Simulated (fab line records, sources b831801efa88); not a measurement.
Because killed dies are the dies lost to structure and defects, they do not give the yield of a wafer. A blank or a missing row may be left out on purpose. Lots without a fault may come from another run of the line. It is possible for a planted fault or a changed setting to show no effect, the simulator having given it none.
What tool caused it? | flow gf180mcu | 72 wafers from 24 lots sampled at 6 of the route's 602 steps

== WHAT THE GAUGES SHOWED, per wafer ==
The record holds no reading of a measuring or inspecting step that can be judged against a usual standard deviation.

== EACH LOT AND THE TOOL THAT RAN IT (in order: tool; ch and the chambers of the sampled wafers; start) ==
lot  | GF_V3_SPUTTER_22             | GF_V3_CVD_23                  | GF_V3_CMP_26                  | GF_M4_SPUTTER_02             | GF_V4_ETCH_16                      | GF_MIM_STRIP_20
L074 | pvd-sputter-04, day 22 10:53 | cvd-w-01 ch 0,1, day 22 10:56 | cmp-02 ch 1,2,3, day 22 11:13 | pvd-sputter-03, day 22 11:39 | rie-diel-03 ch 1,2,3, day 24 10:34 | plasma-asher-04 ch 0,1, day 25 09:52
L075 | pvd-sputter-03, day 22 12:55 | cvd-w-02 ch 0,1, day 22 12:57 | cmp-01 ch 0,1,3, day 22 13:20 | pvd-sputter-01, day 22 13:40 | rie-diel-03 ch 0,1,2, day 24 12:29 | plasma-asher-03 ch 0,1, day 25 12:01
L076 | pvd-sputter-02, day 22 21:35 | cvd-w-01 ch 0, day 22 21:38   | cmp-02 ch 0,1, day 22 22:01   | pvd-sputter-04, day 22 22:24 | rie-diel-01 ch 1,2,3, day 24 20:35 | plasma-asher-03 ch 0, day 25 19:32
L077 | pvd-sputter-03, day 23 17:13 | cvd-w-02 ch 0,1, day 23 17:16 | cmp-01 ch 2,3, day 23 17:33   | pvd-sputter-04, day 23 17:59 | rie-diel-02 ch 2,3, day 25 15:07   | plasma-asher-04 ch 0,1, day 26 17:41
L078 | pvd-sputter-02, day 24 02:27 | cvd-w-02 ch 1, day 24 02:29   | cmp-01 ch 1,3, day 24 02:53   | pvd-sputter-04, day 24 03:20 | rie-diel-02 ch 1,3, day 26 00:05   | plasma-asher-04 ch 0,1, day 26 20:25
L080 | pvd-sputter-02, day 24 20:11 | cvd-w-02 ch 0,1, day 24 20:14 | cmp-02 ch 0,1,2, day 24 20:34 | pvd-sputter-01, day 24 20:57 | rie-diel-01 ch 0,1,3, day 26 14:43 | plasma-asher-04 ch 0,1, day 27 13:29
L079 | pvd-sputter-03, day 24 22:34 | cvd-w-02 ch 0,1, day 24 22:35 | cmp-02 ch 0,1,3, day 24 22:56 | pvd-sputter-01, day 24 23:19 | rie-diel-02 ch 0,3, day 26 17:05   | plasma-asher-03 ch 0,1, day 27 15:05
L082 | pvd-sputter-02, day 25 08:20 | cvd-w-02 ch 0,1, day 25 08:25 | cmp-02 ch 1,2,3, day 25 08:49 | pvd-sputter-03, day 25 09:07 | rie-diel-02 ch 1,2,3, day 27 01:47 | plasma-asher-04 ch 0,1, day 27 23:34
L081 | pvd-sputter-02, day 25 09:56 | cvd-w-01 ch 0,1, day 25 09:58 | cmp-01 ch 0,3, day 25 10:19   | pvd-sputter-01, day 25 10:41 | rie-diel-01 ch 0,1,3, day 27 03:08 | plasma-asher-03 ch 0,1, day 28 00:53
L083 | pvd-sputter-02, day 25 17:13 | cvd-w-01 ch 0,1, day 25 17:16 | cmp-02 ch 0,1, day 25 17:33   | pvd-sputter-03, day 25 17:59 | rie-diel-03 ch 0,2,3, day 27 10:22 | plasma-asher-03 ch 0,1, day 28 07:38
L084 | pvd-sputter-03, day 26 03:10 | cvd-w-02 ch 0, day 26 03:13   | cmp-01 ch 1,2,3, day 26 03:30 | pvd-sputter-01, day 26 03:56 | rie-diel-01 ch 1,2,3, day 27 19:40 | plasma-asher-03 ch 0,1, day 28 16:56
L085 | pvd-sputter-03, day 26 10:31 | cvd-w-02 ch 0,1, day 26 10:34 | cmp-02 ch 1,2,3, day 26 10:57 | pvd-sputter-01, day 26 11:17 | rie-diel-03 ch 1,2, day 28 04:01   | plasma-asher-04 ch 0,1, day 29 00:37
L086 | pvd-sputter-03, day 26 11:29 | cvd-w-01 ch 0,1, day 26 11:34 | cmp-01 ch 0,3, day 26 11:49   | pvd-sputter-01, day 26 12:15 | rie-diel-02 ch 0,1,3, day 28 04:49 | plasma-asher-01 ch 0,1, day 29 02:16
L087 | pvd-sputter-02, day 26 22:52 | cvd-w-01 ch 0,1, day 26 22:55 | cmp-02 ch 0,1,3, day 26 23:19 | pvd-sputter-03, day 26 23:39 | rie-diel-01 ch 0,1, day 28 16:43   | plasma-asher-04 ch 0,1, day 29 13:43
L088 | pvd-sputter-03, day 26 23:55 | cvd-w-01 ch 0,1, day 26 23:58 | cmp-02 ch 0,1,3, day 27 00:28 | pvd-sputter-01, day 27 00:51 | rie-diel-01 ch 0,2, day 28 18:17   | plasma-asher-04 ch 0,1, day 29 14:37
L089 | pvd-sputter-02, day 27 10:28 | cvd-w-01 ch 0,1, day 27 10:31 | cmp-01 ch 0,3, day 27 10:48   | pvd-sputter-01, day 27 11:14 | rie-diel-01 ch 0,1,3, day 29 04:07 | plasma-asher-03 ch 0,1, day 30 00:38
L090 | pvd-sputter-02, day 27 17:28 | cvd-w-01 ch 0,1, day 27 17:31 | cmp-01 ch 1,2, day 27 17:51   | pvd-sputter-03, day 27 18:14 | rie-diel-03 ch 0,3, day 29 10:34   | plasma-asher-03 ch 0,1, day 30 06:32
L091 | pvd-sputter-02, day 27 19:17 | cvd-w-02 ch 0,1, day 27 19:20 | cmp-01 ch 0,1,2, day 27 19:40 | pvd-sputter-01, day 27 20:03 | rie-diel-01 ch 0,1,2, day 29 12:23 | plasma-asher-04 ch 0,1, day 30 09:05
L092 | pvd-sputter-02, day 28 03:49 | cvd-w-02 ch 0,1, day 28 03:52 | cmp-02 ch 1,2, day 28 04:09   | pvd-sputter-03, day 28 04:35 | rie-diel-02 ch 0,1,3, day 29 19:50 | plasma-asher-03 ch 0,1, day 30 15:46
L093 | pvd-sputter-03, day 28 14:35 | cvd-w-01 ch 0, day 28 14:38   | cmp-02 ch 0,1,3, day 28 15:01 | pvd-sputter-03, day 28 15:21 | rie-diel-03 ch 2,3, day 30 07:01   | plasma-asher-04 ch 0,1, day 31 03:07
L094 | pvd-sputter-03, day 28 18:37 | cvd-w-01 ch 0,1, day 28 18:40 | cmp-02 ch 0,1, day 28 18:57   | pvd-sputter-03, day 28 19:23 | rie-diel-02 ch 1,2, day 30 10:07   | plasma-asher-03 ch 0,1, day 31 06:20
L095 | pvd-sputter-02, day 29 00:45 | cvd-w-02 ch 0, day 29 00:47   | cmp-01 ch 1,3, day 29 01:05   | pvd-sputter-01, day 29 01:31 | rie-diel-03 ch 0,2,3, day 30 15:49 | plasma-asher-04 ch 0,1, day 31 11:01
L096 | pvd-sputter-02, day 29 08:37 | cvd-w-01 ch 0,1, day 29 08:40 | cmp-02 ch 0,2,3, day 29 08:57 | pvd-sputter-04, day 29 09:23 | rie-diel-03 ch 1,2, day 30 23:25   | plasma-asher-01 ch 0,1, day 31 18:32
L097 | pvd-sputter-04, day 29 17:05 | cvd-w-01 ch 0,1, day 29 17:08 | cmp-02 ch 0,3, day 29 17:25   | pvd-sputter-03, day 29 17:51 | rie-diel-01 ch 1,2,3, day 31 07:44 | plasma-asher-01 ch 0,1, day 32 02:14
- GF_V3_SPUTTER_22: material TiN, target thk 10 nm, time 40 s.
- GF_V3_CVD_23: deposits W, target thk 350 nm, time 104.9 s.
- GF_V3_CMP_26: polishes, stops on SiO2, t overpolish 15 s, target thk 0 nm.
- GF_M4_SPUTTER_02: material AlCu, target thk 450 nm, time 23.9 s.
- GF_V4_ETCH_16: etches BARC in N2/H2.
- GF_MIM_STRIP_20: strips in O2/N2.

== AS READ BY THE TOOLS THEMSELVES (means over the sampled wafers that have a number; for cases with no such wafer, the mark the record gives instead) ==
GF_V3_SPUTTER_22. Usual: throttle-valve-pct at 30.4 %, with a standard deviation of 0.95.
lot  | tool           | throttle-valve-pct (%) | flag
L074 | pvd-sputter-04 | 30.3                   |
L075 | pvd-sputter-03 | 30.5                   |
L076 | pvd-sputter-02 | 30.7                   |
L077 | pvd-sputter-03 | 29.8                   |
L078 | pvd-sputter-02 | 31.3                   |
L080 | pvd-sputter-02 | 31.2                   |
L079 | pvd-sputter-03 | 29.2                   |
L082 | pvd-sputter-02 | 30.6                   |
L081 | pvd-sputter-02 | 30.4                   |
L083 | pvd-sputter-02 | 31.2                   |
L084 | pvd-sputter-03 | 30.5                   |
L085 | pvd-sputter-03 | 30.0                   |
L086 | pvd-sputter-03 | 28.7                   |
L087 | pvd-sputter-02 | 30.8                   |
L088 | pvd-sputter-03 | 30.2                   |
L089 | pvd-sputter-02 | 31.0                   |
L090 | pvd-sputter-02 | 30.6                   |
L091 | pvd-sputter-02 | 30.6                   |
L092 | pvd-sputter-02 | 30.5                   |
L093 | pvd-sputter-03 | 30.3                   |
L094 | pvd-sputter-03 | 30.1                   |
L095 | pvd-sputter-02 | 30.8                   |
L096 | pvd-sputter-02 | 30.6                   |
L097 | pvd-sputter-04 | 30.5                   |

GF_V3_CVD_23. Usual: heater-power-w at 944 W, with a standard deviation of 38.
lot  | tool     | heater-power-w (W) | flag
L074 | cvd-w-01 | 956                |
L075 | cvd-w-02 | 943                |
L076 | cvd-w-01 | 916                |
L077 | cvd-w-02 | 951                |
L078 | cvd-w-02 | 883                |
L080 | cvd-w-02 | 911                |
L079 | cvd-w-02 | 927                |
L082 | cvd-w-02 | 940                |
L081 | cvd-w-01 | 970                |
L083 | cvd-w-01 | 940                |
L084 | cvd-w-02 | 973                |
L085 | cvd-w-02 | 921                |
L086 | cvd-w-01 | 966                |
L087 | cvd-w-01 | 957                |
L088 | cvd-w-01 | 964                |
L089 | cvd-w-01 | 973                |
L090 | cvd-w-01 | 955                |
L091 | cvd-w-02 | 924                |
L092 | cvd-w-02 | 915                |
L093 | cvd-w-01 | 948                |
L094 | cvd-w-01 | 954                |
L095 | cvd-w-02 | 983                |
L096 | cvd-w-01 | 978                |
L097 | cvd-w-01 | 965                |

GF_V3_CMP_26. Usual: motor-current-A 10.6 A, standard deviation 0.81; overpolish-run-s 14.999 s, standard deviation 0.0091; time-to-endpoint-s 86 s, standard deviation 7.
lot  | tool   | motor-current-A (A) | overpolish-run-s (s) | time-to-endpoint-s (s) | flag
L074 | cmp-02 | 10.9                | 15.003               | 87                     |
L075 | cmp-01 | 10.5                | 14.998               | 85                     |
L076 | cmp-02 | 10.0                | 14.989               | 83                     |
L077 | cmp-01 | 10.1                | 14.994               | 94                     |
L078 | cmp-01 | 11.2                | 14.997               | 85                     |
L080 | cmp-02 | 10.3                | 15.005               | 80                     |
L079 | cmp-02 | 10.5                | 14.996               | 86                     |
L082 | cmp-02 | 11.1                | 14.997               | 84                     |
L081 | cmp-01 | 10.8                | 15.013               | 86                     |
L083 | cmp-02 | 10.4                | 15.006               | 76                     |
L084 | cmp-01 | 10.7                | 14.986               | 88                     |
L085 | cmp-02 | 11.1                | 15.003               | 87                     |
L086 | cmp-01 | 10.7                | 15.002               | 90                     |
L087 | cmp-02 | 10.8                | 14.998               | 85                     |
L088 | cmp-02 | 10.1                | 15.000               | 81                     |
L089 | cmp-01 | 10.8                | 14.999               | 93                     |
L090 | cmp-01 | 10.9                | 14.996               | 88                     |
L091 | cmp-01 | 10.1                | 15.004               | 91                     |
L092 | cmp-02 | 10.7                | 14.996               | 74                     |
L093 | cmp-02 | 10.5                | 15.005               | 81                     |
L094 | cmp-02 | 10.1                | 14.993               | 78                     |
L095 | cmp-01 | 11.4                | 15.007               | 84                     |
L096 | cmp-02 | 11.1                | 14.997               | 87                     |
L097 | cmp-02 | 10.7                | 14.995               | 87                     |

GF_M4_SPUTTER_02. Usual: throttle-valve-pct at 29.6 %, with a standard deviation of 1.
lot  | tool           | throttle-valve-pct (%) | flag
L074 | pvd-sputter-03 | 29.6                   |
L075 | pvd-sputter-01 | 28.4                   |
L076 | pvd-sputter-04 | 31.4                   |
L077 | pvd-sputter-04 | 30.5                   |
L078 | pvd-sputter-04 | 29.5                   |
L080 | pvd-sputter-01 | 29.0                   |
L079 | pvd-sputter-01 | 28.9                   |
L082 | pvd-sputter-03 | 30.3                   |
L081 | pvd-sputter-01 | 29.1                   |
L083 | pvd-sputter-03 | 30.2                   |
L084 | pvd-sputter-01 | 29.4                   |
L085 | pvd-sputter-01 | 28.8                   |
L086 | pvd-sputter-01 | 29.0                   |
L087 | pvd-sputter-03 | 30.0                   |
L088 | pvd-sputter-01 | 29.4                   |
L089 | pvd-sputter-01 | 28.8                   |
L090 | pvd-sputter-03 | 30.0                   |
L091 | pvd-sputter-01 | 29.3                   |
L092 | pvd-sputter-03 | 30.1                   |
L093 | pvd-sputter-03 | 30.6                   |
L094 | pvd-sputter-03 | 29.9                   |
L095 | pvd-sputter-01 | 28.8                   |
L096 | pvd-sputter-04 | 29.1                   |
L097 | pvd-sputter-03 | 29.8                   |

GF_V4_ETCH_16. Usual: drypump-motor-current-A 5.6 A, standard deviation 0.51; h2-flow-sccm 200.1 sccm, standard deviation 0.63; oes-product-au 0.854 a.u., standard deviation 0.005; throttle-valve-pct 13.223 %, standard deviation 0.0096.
lot  | tool        | drypump-motor-current-A (A) | h2-flow-sccm (sccm) | oes-product-au (a.u.) | throttle-valve-pct (%) | flag
L074 | rie-diel-03 | 5.9                         | 200.5               | 0.851                 | 13.210                 |
L075 | rie-diel-03 | 5.8                         | 200.7               | 0.858                 | 13.221                 |
L076 | rie-diel-01 | 5.4                         | 200.1               | 0.849                 | 13.223                 |
L077 | rie-diel-02 | 5.7                         | 200.5               | 0.855                 | 13.225                 |
L078 | rie-diel-02 | 5.6                         | 200.3               | 0.852                 | 13.228                 |
L080 | rie-diel-01 | 5.8                         | 199.6               | 0.858                 | 13.222                 |
L079 | rie-diel-02 | 5.3                         | 199.8               | 0.851                 | 13.234                 |
L082 | rie-diel-02 | 5.6                         | 200.3               | 0.850                 | 13.217                 |
L081 | rie-diel-01 | 5.8                         | 200.3               | 0.858                 | 13.226                 |
L083 | rie-diel-03 | 5.9                         | 200.1               | 0.853                 | 13.230                 |
L084 | rie-diel-01 | 5.4                         | 200.3               | 0.857                 | 13.218                 |
L085 | rie-diel-03 | 5.7                         | 200.3               | 0.855                 | 13.220                 |
L086 | rie-diel-02 | 5.4                         | 199.8               | 0.853                 | 13.229                 |
L087 | rie-diel-01 | 5.7                         | 200.4               | 0.852                 | 13.222                 |
L088 | rie-diel-01 | 5.1                         | 200.0               | 0.856                 | 13.224                 |
L089 | rie-diel-01 | 5.8                         | 200.1               | 0.856                 | 13.218                 |
L090 | rie-diel-03 | 6.2                         | 200.0               | 0.852                 | 13.221                 |
L091 | rie-diel-01 | 5.2                         | 200.4               | 0.859                 | 13.231                 |
L092 | rie-diel-02 | 5.4                         | 200.3               | 0.847                 | 13.222                 |
L093 | rie-diel-03 | 5.7                         | 200.4               | 0.851                 | 13.224                 |
L094 | rie-diel-02 | 5.8                         | 199.8               | 0.859                 | 13.224                 |
L095 | rie-diel-03 | 5.9                         | 200.1               | 0.852                 | 13.228                 |
L096 | rie-diel-03 | 5.7                         | 199.7               | 0.852                 | 13.228                 |
L097 | rie-diel-01 | 5.4                         | 199.8               | 0.846                 | 13.223                 |

GF_MIM_STRIP_20. Usual: drypump-motor-current-A 5.6 A, standard deviation 0.43; heater-power-w 342 W, standard deviation 25; oes-product-au 0.692 a.u., standard deviation 0.005; strip-time-to-endpoint-s 11.24 s, standard deviation 0.062.
lot  | tool            | drypump-motor-current-A (A) | heater-power-w (W) | oes-product-au (a.u.) | strip-time-to-endpoint-s (s) | flag
L074 | plasma-asher-04 | 5.5                         | 330                | 0.692                 | 11.30                        |
L075 | plasma-asher-03 | 5.6                         | 342                | 0.694                 | 11.23                        |
L076 | plasma-asher-03 | 5.4                         | 326                | 0.695                 | 11.21                        |
L077 | plasma-asher-04 | 5.5                         | 334                | 0.698                 | 11.31                        |
L078 | plasma-asher-04 | 5.5                         | 333                | 0.701                 | 11.36                        |
L080 | plasma-asher-04 | 5.8                         | 313                | 0.689                 | 11.27                        |
L079 | plasma-asher-03 | 5.6                         | 336                | 0.699                 | 11.31                        |
L082 | plasma-asher-04 | 5.8                         | 322                | 0.691                 | 11.20                        |
L081 | plasma-asher-03 | 5.8                         | 356                | 0.690                 | 11.22                        |
L083 | plasma-asher-03 | 5.8                         | 359                | 0.694                 | 11.27                        |
L084 | plasma-asher-03 | 5.7                         | 341                | 0.697                 | 11.30                        |
L085 | plasma-asher-04 | 5.8                         | 322                | 0.694                 | 11.28                        |
L086 | plasma-asher-01 | 5.2                         | 379                | 0.686                 | 11.20                        |
L087 | plasma-asher-04 | 5.5                         | 334                | 0.692                 | 11.16                        |
L088 | plasma-asher-04 | 5.8                         | 319                | 0.693                 | 11.26                        |
L089 | plasma-asher-03 | 5.6                         | 337                | 0.690                 | 11.19                        |
L090 | plasma-asher-03 | 5.6                         | 344                | 0.693                 | 11.19                        |
L091 | plasma-asher-04 | 5.5                         | 342                | 0.688                 | 11.17                        |
L092 | plasma-asher-03 | 5.6                         | 338                | 0.688                 | 11.19                        |
L093 | plasma-asher-04 | 5.5                         | 334                | 0.691                 | 11.25                        |
L094 | plasma-asher-03 | 5.6                         | 341                | 0.688                 | 11.21                        |
L095 | plasma-asher-04 | 5.8                         | 325                | 0.690                 | 11.20                        |
L096 | plasma-asher-01 | 5.1                         | 381                | 0.696                 | 11.21                        |
L097 | plasma-asher-01 | 5.2                         | 380                | 0.693                 | 11.20                        |

== THE ANSWER, worked out from the rows above alone ==
Rule: a lot is off if the mean of its wafers that have a number lies more than 3 standard deviations from the usual mean. A lot without any number at a reading at which 4 lots or more have one is off too. Any other lot the step has rows for is counted as sound. First the gauges in route order, then the tools' own readings, where a lot's mean is used as printed above. At the first step where some lot is off, the reading lying furthest off is the one used; lots without a number count as furthest.
Nothing can be told from this: no lot is off at any reading shown.

== WHAT WAS PUT IN BY THE SIMULATOR ==
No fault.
